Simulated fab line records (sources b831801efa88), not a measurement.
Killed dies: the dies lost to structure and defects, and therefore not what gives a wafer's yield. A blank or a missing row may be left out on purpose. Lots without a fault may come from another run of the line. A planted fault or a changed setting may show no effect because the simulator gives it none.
The tool behind it: which one?    flow gf180mcu    13 lots, 39 wafers sampled, at 3 steps of a route of 602

== WHAT THE GAUGES SHOWED, per wafer ==
GF_STI_THK_MEAS_24.
lot   measured     on             STI_CVD_23_THK (nm)
L342  day 2 03:47  film_metro-04  644 649 644
L345  day 2 18:47  film_metro-04  656 657 654
L346  day 3 01:23  film_metro-03  653 658 654
L347  day 3 05:01  film_metro-02  647 646 653
L350  day 3 20:50  film_metro-02  652 655 647
L354  day 4 17:47  film_metro-03  653 648 647
L359  day 5 19:10  film_metro-03  647 651 648
L360  day 6 00:25  film_metro-03  654 655 662
L361  day 6 05:04  film_metro-02  654 642 655
L362  day 6 11:18  film_metro-04  652 660 651
L363  day 6 17:02  film_metro-02  665 664 655
L364  day 6 20:28  film_metro-03  662 650 657
L365  day 7 01:56  film_metro-02  651 661 652

GF_POLY_GATE_CD_MEAS_10 targets a cd of 280 nm.
lot   measured      on         cd_nm (nm)
L342  day 9 02:30   cd_sem-02  280.9 281.8 280.9
L345  day 10 03:05  cd_sem-01  278.3 279.4 279.2
L346  day 10 09:02  cd_sem-01  282.8 281.4 281.9
L347  day 10 17:23  cd_sem-02  280.8 278.7 280.3
L350  day 11 11:10  cd_sem-02  280.5 279.6 280.0
L354  day 12 19:08  cd_sem-01  319.9 320.6 321.2 319.9 320.7 321.0
L359  day 14 09:08  cd_sem-02  281.5 281.0 280.6
L360  day 14 15:05  cd_sem-02  279.2 277.9 277.9
L361  day 14 21:00  cd_sem-01  278.9 278.1 278.7
L362  day 15 05:02  cd_sem-01  281.3 281.9 283.1
L363  day 15 12:05  cd_sem-02  278.5 277.9 279.0
L364  day 15 17:36  cd_sem-02  281.1 280.6 282.0
L365  day 15 22:38  cd_sem-01  280.6 280.2 279.8

== EACH LOT AND THE TOOL THAT RAN IT (in order: tool; ch and the chambers of the sampled wafers; start) ==
lot   GF_POLY_GATE_EXPOSE_07
L342  krf_scanner-01 ch 0, day 8 18:28
L345  krf_scanner-01 ch 0, day 9 18:10
L346  krf_scanner-02 ch 0, day 10 00:16
L347  krf_scanner-02 ch 0, day 10 08:50
L350  krf_scanner-02 ch 0, day 11 01:52
L354  krf_scanner-02 ch 0, day 12 09:22
L359  krf_scanner-02 ch 0, day 13 22:50
L360  krf_scanner-02 ch 0, day 14 04:35
L361  krf_scanner-01 ch 0, day 14 10:49
L362  krf_scanner-01 ch 0, day 14 18:17
L363  krf_scanner-02 ch 0, day 15 01:43
L364  krf_scanner-01 ch 0, day 15 07:11
L365  krf_scanner-01 ch 0, day 15 12:14
- GF_POLY_GATE_EXPOSE_07: exposes mask Poly2, target cd 280 nm.

== AS READ BY THE TOOLS THEMSELVES (means over the sampled wafers that have a number; for cases with no such wafer, the mark the record gives instead) ==
GF_POLY_GATE_EXPOSE_07.
lot   tool            focus_offset_nm (nm)
L342  krf_scanner-01  -0.2
L345  krf_scanner-01  -0.3
L346  krf_scanner-02  -0.2
L347  krf_scanner-02  0.5
L350  krf_scanner-02  -0.3
L354  krf_scanner-02  -0.2
L359  krf_scanner-02  -0.0
L360  krf_scanner-02  -0.5
L361  krf_scanner-01  0.6
L362  krf_scanner-01  0.2
L363  krf_scanner-02  0.4
L364  krf_scanner-01  0.0
L365  krf_scanner-01  -0.5

== THE ANSWER, worked out from the rows above alone ==
Rule: the lots themselves supply what counts as usual. The widest of any qualifying gaps counts: lots, ordered by their means at a reading, are off when they make up no more than a third of the lots, leave a main group of 4 or more, and stand apart from it by 3 or more times the standard deviation of that group's means. A main group whose means are all the same, to the digits that the tables above print for the reading, isn't used. A lot without any number at a reading at which 4 lots or more have one is off too. Any other lot the step has rows for is counted as sound. The gauges are gone through in route order, then the tools' own readings, and for those a lot's mean is taken as printed above. At the first step where some lot is off, the reading lying furthest off is the one used; lots without a number count as furthest.
Off: L354 (GF_POLY_GATE_CD_MEAS_10, cd_nm). The main group has a mean of 280.2 nm with a standard deviation of 1.3.
If a tool, at a process step before that reading, ran all the lots that are off and no sound lot after the first of them, it fits. The gauges at GF_POLY_GATE_CD_MEAS_10 are tried like those tools. Of those tried, none fits.

== WHAT THE SIMULATOR HAD PUT IN ==
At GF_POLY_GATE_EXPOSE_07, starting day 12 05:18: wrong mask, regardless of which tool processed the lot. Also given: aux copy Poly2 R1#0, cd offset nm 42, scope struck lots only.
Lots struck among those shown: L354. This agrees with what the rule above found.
